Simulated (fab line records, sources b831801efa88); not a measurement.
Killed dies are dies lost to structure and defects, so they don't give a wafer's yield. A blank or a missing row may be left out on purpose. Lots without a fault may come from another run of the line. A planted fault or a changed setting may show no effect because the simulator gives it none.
A struck lot beside a sound one | flow sky130 | 16 steps out of a route of 708
Sound: wafers L678.3, L678.5, L678.6. Struck: wafers L683.2, L683.3, L683.6. The cause comes at the end.
At each step with rows: each side's tool, then ch and its chambers, then its first start. Under that, the readings that differ: sound wafers | struck wafers | difference of the means | sigmas: that difference in standard deviations of wafers without a fault.
alike: readings whose means differ by less than 2 such deviations, and words and numbers that are the same on both sides. not compared: withheld readings, readings that some wafer has no value for, bounds like >300 that may hide the same value, and numbers for which the record gives no deviation and whose values overlap.
The two part at a step that has a row with sigmas, a row that says differs or no value, or rows on one side only. Numbers that don't overlap but have no deviation are shown without sigmas and don't part them. A reading that every wafer of one side lacks parts them only if that side has two wafers or more.

first, 5 steps without rows for these wafers: SKY_SONOS_TUNNEL_COAT_02 (resist thk 1140 nm); SKY_SONOS_TUNNEL_SOFTBAKE_03 (time 60 s); SKY_SONOS_TUNNEL_EXPOSE_04 (exposes mask TUNM, target cd 410 nm); SKY_SONOS_TUNNEL_PEB_05; SKY_SONOS_TUNNEL_DEVELOP_06 (develop time 60 s).
SKY_SONOS_TUNNEL_CD_MEAS_07: target cd 410 nm.
  sound on cd_sem-02, day 12 14:32; struck on cd_sem-01, day 14 04:13
  reading    | sound       | struck      | difference | sigmas
  cd_nm (nm) | 406 407 407 | 413 413 414 | +7         | +2
SKY_SONOS_TUNNEL_OVL_MEAS_08:
  sound on overlay-01, day 12 14:37; struck on overlay-01, day 14 04:19
  alike: SONOS_TUNNEL_OVL
then, 3 steps without rows for these wafers: SKY_SONOS_TUNNEL_IMPLANT_09; SKY_SONOS_TUNNEL_WET_ETCH_10 (etches SiO2 in dHF, target depth 14 nm, time 280 s); SKY_SONOS_TUNNEL_STRIP_11 (strips in SPM, time 600 s).
SKY_SONOS_TUNNEL_TW_MEAS_12:
  sound on film_metro-01, day 12 15:05; struck on film_metro-04, day 14 04:46
  reading         | sound             | struck            | difference | sigmas
  SONOS_TUNNEL_TW | 192.5 192.4 192.4 | 198.9 198.3 197.7 | +5.9       | +2
then, 1 step without rows for these wafers: SKY_SONOS_TUNNEL_CLEAN_13 (cleans in dHF, time 20 s).
SKY_SONOS_ONO_OXIDATION_00: stabilise 600 s, purge 300 s, target thk 2.6 nm.
  sound on furnace-01 ch 0, day 12 17:47; struck on furnace-01 ch 0, day 14 05:49
  reading                                          | sound             | struck               | difference | sigmas
  spike_tc_centre_C (C)                            | 798.5 794.9 797.9 | 785.0 784.7 782.9    | -12.9      | -7
  spike_tc_lower_C (C)                             | 800.0 796.9 797.8 | 785.3 785.9 785.2    | -12.8      | -10
  spike_tc_top_C (C)                               | 813.0 813.6 813.1 | 801.6 801.8 800.7    | -11.9      | -7
  spike_tc_upper_C (C)                             | 799.7 799.9 800.2 | 788.9 788.2 787.2    | -11.8      | -12
  tube_center_temp_C (C)                           | 799.99 800 800.03 | 787.14 787.38 787.18 | -12.77     | -99 or more
  tube_center_temp_C_max                           | 801.9 801.9 801.7 | 789.4 789.4 789.1    | -12.5      | -38
  model.SiO2_of_SONOS_ONO_OXIDATION_00.thk_nm (nm) | 2.59 2.634 2.559  | 2.1 2.099 2.121      | -0.5       |
  alike: zone_power_top_pct
SKY_SONOS_ONO_THK_MEAS_01:
  sound on film_metro-02, day 12 19:08; struck on film_metro-01, day 14 07:10
  reading                      | sound          | struck         | difference | sigmas
  SONOS_ONO_OXIDATION_THK (nm) | 2.54 2.65 2.54 | 2.13 2.12 2.14 | -0.45      | -8
then, 1 step without rows for these wafers: SKY_SONOS_ONO_CVD_02 (deposits Si3N4 from DCS/NH3, target thk 10.5 nm, time 180 s).
-- the record jumps here: 35 days lie between the struck wafers' starts before and after (it left off in module SONOS_ONO and takes up again in module PAD_OPEN, whose first step shown is number 708 of the route) --
SKY_PAD_OPEN_PROBE_99:
  sound on prober-02, day 49 13:18; struck on prober-01, day 49 15:25
  reading                               | sound                   | struck                 | difference | sigmas
  killed_at_M4_up                       | 1 1 2                   | 5 6 5                  | +4         | +2
  killed_at_front_end                   | 13 10 13                | 20 25 22               | +10        | +2
  model.etest.cap_ono.gate_log10_a_cm2  | -8.061 -7.908 -7.92     | -7.345 -7.347 -7.306   | +0.630     |
  model.etest.cap_ono.gate_bv_v (V)     | 16.71 16.35 16.14       | 16.05 15.53 15.88      | -0.58      |
  model.etest.cap_ono.tox_acc_nm (nm)   | 13.02 12.9 12.89        | 12.42 12.41 12.37      | -0.54      |
  model.etest.sonos_erased.vt_v (V)     | -2.241 -2.304 -2.265    | -2.553 -2.522 -2.592   | -0.286     |
  model.etest.sonos_baked.vt_less_v (V) | -0.4566 -0.5923 -0.5893 | -0.6562 -0.6878 -0.686 | -0.1306    |
  alike: killed_at_M0_to_M3, killed_at_contacts, killed_at_other, killed_dies, killed_open, killed_short
  not compared: model.etest.sonos_erased.drive_ua_um

WHERE THEY PART
First at SKY_SONOS_TUNNEL_CD_MEAS_07; last, within this record, at SKY_PAD_OPEN_PROBE_99.

WHY: what the simulator had put in
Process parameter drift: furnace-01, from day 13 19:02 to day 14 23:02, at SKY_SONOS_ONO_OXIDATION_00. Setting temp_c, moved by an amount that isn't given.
